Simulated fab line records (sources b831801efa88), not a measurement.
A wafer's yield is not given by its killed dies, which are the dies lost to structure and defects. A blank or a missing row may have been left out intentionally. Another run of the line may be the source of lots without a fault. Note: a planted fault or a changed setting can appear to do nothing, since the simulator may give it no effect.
Which of the tools did it? | flow sky130 | 21 wafers from 7 lots sampled at 4 of the route's 708 steps

WHAT THE GAUGES SHOWED, per wafer
SKY_LDD_HVP_OVL_MEAS_07.
lot  | measured     | on         | LDD_HVP_OVL (nm)
L649 | day 21 20:19 | overlay-01 | -1.6 -1.5 -1.9
L650 | day 22 03:37 | overlay-02 | 0.6 1.0 1.5
L651 | day 22 06:55 | overlay-02 | 2.3 1.2 2.0
L652 | day 22 15:22 | overlay-02 | -0.6 1.7 1.1
L660 | day 25 18:02 | overlay-02 | -68.4 -68.6 -68.0
L661 | day 26 02:31 | overlay-02 | -69.7 -67.9 -68.1
L662 | day 26 15:35 | overlay-01 | -2.5 -1.6 -2.3

EACH LOT AND THE TOOL THAT RAN IT (in order: tool; ch and the chambers of the sampled wafers; start)
lot  | SKY_SONOS_ONO_ETCH_15              | SKY_SONOS_ONO_STRIP_17               | SKY_LDD_HVP_EXPOSE_04
L649 | rie-diel-04 ch 0,1, day 12 19:46   | plasma-asher-04 ch 0, day 12 19:52   | iline-stepper-02 ch 0, day 21 04:48
L650 | rie-diel-01 ch 0,1,2, day 13 02:58 | plasma-asher-04 ch 0,1, day 13 03:05 | iline-stepper-01 ch 0, day 21 12:18
L651 | rie-diel-01 ch 0,2,3, day 13 07:19 | plasma-asher-03 ch 0,1, day 13 07:26 | iline-stepper-01 ch 0, day 21 15:50
L652 | rie-diel-02 ch 0,1,2, day 13 11:49 | plasma-asher-01 ch 0,1, day 13 11:55 | iline-stepper-02 ch 0, day 22 00:28
L660 | rie-diel-01 ch 0,1,2, day 16 12:37 | plasma-asher-03 ch 0,1, day 16 12:43 | iline-stepper-02 ch 0, day 25 03:33
L661 | rie-diel-04 ch 0,3, day 16 18:07   | plasma-asher-01 ch 1, day 16 18:13   | iline-stepper-02 ch 0, day 25 11:26
L662 | rie-diel-02 ch 0,2,3, day 17 06:43 | plasma-asher-03 ch 0,1, day 17 06:49 | iline-stepper-01 ch 0, day 26 01:24
- SKY_SONOS_ONO_ETCH_15: etches the open film in CHF3/O2, target depth 19.52 nm, time 7.8 s.
- SKY_SONOS_ONO_STRIP_17: strips in O2/N2.
- SKY_LDD_HVP_EXPOSE_04: exposes mask HVPTM, target cd 700 nm.

THE ANSWER, worked out from the rows above alone
Rule: what is usual is taken from the lots themselves. Put in order of their means at a reading, lots are off if they are a third of the lots or fewer, leave a main group of 4 or more, and stand apart from it by a gap of 3 or more times the standard deviation of the main group's means; of several such gaps the widest counts. A main group is skipped when, at the precision printed for the reading in the tables above, its means are all equal. Also off: a lot with no number at a reading for which 4 or more lots have one. All remaining lots with rows at the step are treated as sound.
Off: L660, L661, seen at SKY_LDD_HVP_OVL_MEAS_07 (LDD_HVP_OVL). Mean -0.0 nm and standard deviation 1.6 in the main group.
A tool fits if, at a process step before that reading, it ran every lot that is off, and no sound lot after the first of them. The gauges at SKY_LDD_HVP_OVL_MEAS_07 are tried like those tools. This does not decide it: 2 tools fit, namely iline-stepper-02 at SKY_LDD_HVP_EXPOSE_04 and overlay-02 at SKY_LDD_HVP_OVL_MEAS_07.

WHAT WAS PUT IN BY THE SIMULATOR
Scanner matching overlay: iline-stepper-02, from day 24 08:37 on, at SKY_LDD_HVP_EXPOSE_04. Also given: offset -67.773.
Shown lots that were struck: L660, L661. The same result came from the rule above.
